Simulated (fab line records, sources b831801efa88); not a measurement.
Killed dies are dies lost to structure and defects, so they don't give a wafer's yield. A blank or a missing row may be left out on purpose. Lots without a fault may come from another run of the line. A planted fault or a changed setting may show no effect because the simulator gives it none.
Which tool did it? | flow sky130 | 13 lots, 39 wafers sampled, at 5 steps of a route of 708

WHAT THE GAUGES READ, wafer by wafer
The record holds no reading of a measuring or inspecting step that can be judged against a usual standard deviation.

WHICH TOOL RAN EACH LOT (tool, then ch and the chambers of the sampled wafers, then the start)
lot  | SKY_VIA1_HDPCVD_00               | SKY_METAL4_SPUTTER_02        | SKY_VIA4_ETCH_12                   | SKY_METAL5_SPUTTER_04        | SKY_PAD_OPEN_PROBE_99
L812 | hdpcvd-02 ch 0,1,2, day 34 07:07 | pvd_sputter-03, day 41 04:43 | rie_diel-03 ch 0,2,3, day 43 23:05 | pvd_sputter-02, day 44 00:34 | -
L813 | hdpcvd-02 ch 0,1,2, day 34 09:08 | pvd_sputter-02, day 41 07:05 | rie_diel-01 ch 0,2,3, day 44 01:29 | pvd_sputter-04, day 44 02:58 | -
L815 | hdpcvd-02 ch 0,1,2, day 34 21:40 | pvd_sputter-01, day 41 18:05 | rie_diel-03 ch 1,2,3, day 44 10:22 | pvd_sputter-03, day 44 11:50 | prober-01, day 47 08:23
L814 | hdpcvd-02 ch 0,1,2, day 35 02:15 | pvd_sputter-03, day 41 21:37 | rie_diel-03 ch 0,1,3, day 44 12:52 | pvd_sputter-04, day 44 14:22 | prober-02, day 47 11:36
L817 | hdpcvd-02 ch 0,1,2, day 35 15:33 | pvd_sputter-03, day 42 10:01 | rie_diel-01 ch 1,2,3, day 45 03:01 | pvd_sputter-04, day 45 04:39 | prober-02, day 47 22:44
L824 | hdpcvd-01 ch 0,1,2, day 38 03:34 | pvd_sputter-03, day 44 08:31 | rie_diel-01 ch 0,3, day 47 05:46   | pvd_sputter-02, day 47 07:14 | -
L825 | hdpcvd-02 ch 0,2, day 38 09:02   | pvd_sputter-02, day 44 13:44 | rie_diel-04 ch 0,1,3, day 47 09:40 | pvd_sputter-02, day 47 11:11 | -
L826 | hdpcvd-02 ch 0,1, day 38 17:24   | pvd_sputter-02, day 44 20:15 | rie_diel-01 ch 0,1,3, day 47 15:14 | pvd_sputter-04, day 47 16:46 | prober-02, day 50 03:00
L827 | hdpcvd-02 ch 0,1, day 38 21:08   | pvd_sputter-01, day 45 01:57 | rie_diel-04 ch 0,1,2, day 47 18:28 | pvd_sputter-02, day 47 19:56 | -
L828 | hdpcvd-02 ch 1,2, day 38 22:13   | pvd_sputter-01, day 45 02:54 | rie_diel-01 ch 0,2,3, day 47 20:24 | pvd_sputter-02, day 47 21:53 | -
L830 | hdpcvd-01 ch 0,1,2, day 39 15:07 | pvd_sputter-03, day 45 16:08 | rie_diel-04 ch 1,2, day 48 07:46   | pvd_sputter-04, day 48 09:14 | -
L831 | hdpcvd-01 ch 0,1,2, day 39 19:30 | pvd_sputter-01, day 45 21:59 | rie_diel-04 ch 0,2,3, day 48 12:52 | pvd_sputter-03, day 48 14:21 | -
L833 | hdpcvd-02 ch 1,2, day 40 12:55   | pvd_sputter-03, day 46 10:57 | rie_diel-03 ch 0,1,3, day 49 00:51 | pvd_sputter-03, day 49 02:31 | -
- SKY_VIA1_HDPCVD_00: deposits SiO2, target thk 1030 nm, time 171.7 s.
- SKY_METAL4_SPUTTER_02: material AlCu, target thk 735 nm, time 39.1 s.
- SKY_VIA4_ETCH_12: etches SiO2 in C4F8/O2/Ar, stops on TiN, target depth 580 nm.
- SKY_METAL5_SPUTTER_04: material TiN, target thk 70 nm, time 58.3 s.
- SKY_PAD_OPEN_PROBE_99

WHAT THE TOOLS THEMSELVES READ (means of the sampled wafers that have a number; where no wafer has one, the mark that the record gives instead)
SKY_METAL4_SPUTTER_02.
lot  | tool           | throttle_valve_pct (%)
L812 | pvd_sputter-03 | 29.9
L813 | pvd_sputter-02 | 30.1
L815 | pvd_sputter-01 | 29.8
L814 | pvd_sputter-03 | 30.1
L817 | pvd_sputter-03 | 29.7
L824 | pvd_sputter-03 | 29.9
L825 | pvd_sputter-02 | 29.3
L826 | pvd_sputter-02 | 29.9
L827 | pvd_sputter-01 | 30.6
L828 | pvd_sputter-01 | 29.9
L830 | pvd_sputter-03 | 30.0
L831 | pvd_sputter-01 | 29.2
L833 | pvd_sputter-03 | 29.9

SKY_VIA4_ETCH_12.
lot  | tool        | chamber_pressure_mTorr (mTorr) | oes_product_au (a.u.)
L812 | rie_diel-03 | 39.98                          | 0.927
L813 | rie_diel-01 | 40.03                          | 0.927
L815 | rie_diel-03 | 40.04                          | 0.926
L814 | rie_diel-03 | 40.01                          | 0.924
L817 | rie_diel-01 | 40.00                          | 0.927
L824 | rie_diel-01 | 40.00                          | 0.925
L825 | rie_diel-04 | 40.03                          | 0.925
L826 | rie_diel-01 | 40.01                          | 0.928
L827 | rie_diel-04 | 39.98                          | 0.927
L828 | rie_diel-01 | 40.01                          | 0.927
L830 | rie_diel-04 | 40.05                          | 0.925
L831 | rie_diel-04 | 40.01                          | 0.930
L833 | rie_diel-03 | 40.06                          | 0.921

SKY_METAL5_SPUTTER_04.
lot  | tool           | throttle_valve_pct (%)
L812 | pvd_sputter-02 | 29.7
L813 | pvd_sputter-04 | 29.8
L815 | pvd_sputter-03 | 30.1
L814 | pvd_sputter-04 | 30.2
L817 | pvd_sputter-04 | 30.6
L824 | pvd_sputter-02 | 30.5
L825 | pvd_sputter-02 | 29.0
L826 | pvd_sputter-04 | 30.5
L827 | pvd_sputter-02 | 30.4
L828 | pvd_sputter-02 | 29.9
L830 | pvd_sputter-04 | 30.8
L831 | pvd_sputter-03 | 30.1
L833 | pvd_sputter-03 | 30.1

SKY_PAD_OPEN_PROBE_99.
lot  | tool      | defect_limited_yield (%) | killed_at_M0_to_M3 | killed_at_M4_up | killed_at_contacts | killed_at_front_end | killed_at_other | killed_dies | killed_open | killed_short | sort_bin_3_pad_short (%) | sort_bin_5_function (%) | sort_bin_6_memory (%) | sort_n_pass | sort_yield_pct (%)
L815 | prober-01 | 79.2                     | 62                 | 4.7             | 22                 | 13                  | 0.3             | 102         | 43          | 38           | 2.0                      | 11.9                    | 6.9                   | 390         | 79.2
L814 | prober-02 | 79.6                     | 66                 | 2.0             | 22                 | 10                  | 0.0             | 100         | 46          | 36           | 2.0                      | 12.3                    | 6.2                   | 392         | 79.6
L817 | prober-02 | 77.8                     | 64                 | 2.3             | 20                 | 22                  | 0.7             | 109         | 53          | 37           | 2.0                      | 12.5                    | 7.6                   | 383         | 77.8
L826 | prober-02 | 84.3                     | 34                 | 5.0             | 27                 | 11                  | 0.0             | 77          | 48          | 29           | 1.2                      | 8.9                     | 5.5                   | 415         | 84.3

THE ANSWER, worked out from the rows above alone
Rule: what is usual is taken from the lots themselves. Put in order of their means at a reading, lots are off if they are a third of the lots or fewer, leave a main group of 4 or more, and stand apart from it by a gap of 3 or more times the standard deviation of the main group's means; of several such gaps the widest counts. A main group whose means are all the same, to the digits that the tables above print for the reading, isn't used. A lot without any number at a reading at which 4 lots or more have one is off too. The other lots that the step has rows for count as sound. The gauges are gone through in route order, then the tools' own readings, and for those a lot's mean is taken as printed above. The first step at which some lot is off is used, and at that step the reading that is off furthest; a lot without a number counts as furthest.
No lot is off at any reading shown: from this, nothing can be told.

WHAT THE SIMULATOR HAD PUT IN
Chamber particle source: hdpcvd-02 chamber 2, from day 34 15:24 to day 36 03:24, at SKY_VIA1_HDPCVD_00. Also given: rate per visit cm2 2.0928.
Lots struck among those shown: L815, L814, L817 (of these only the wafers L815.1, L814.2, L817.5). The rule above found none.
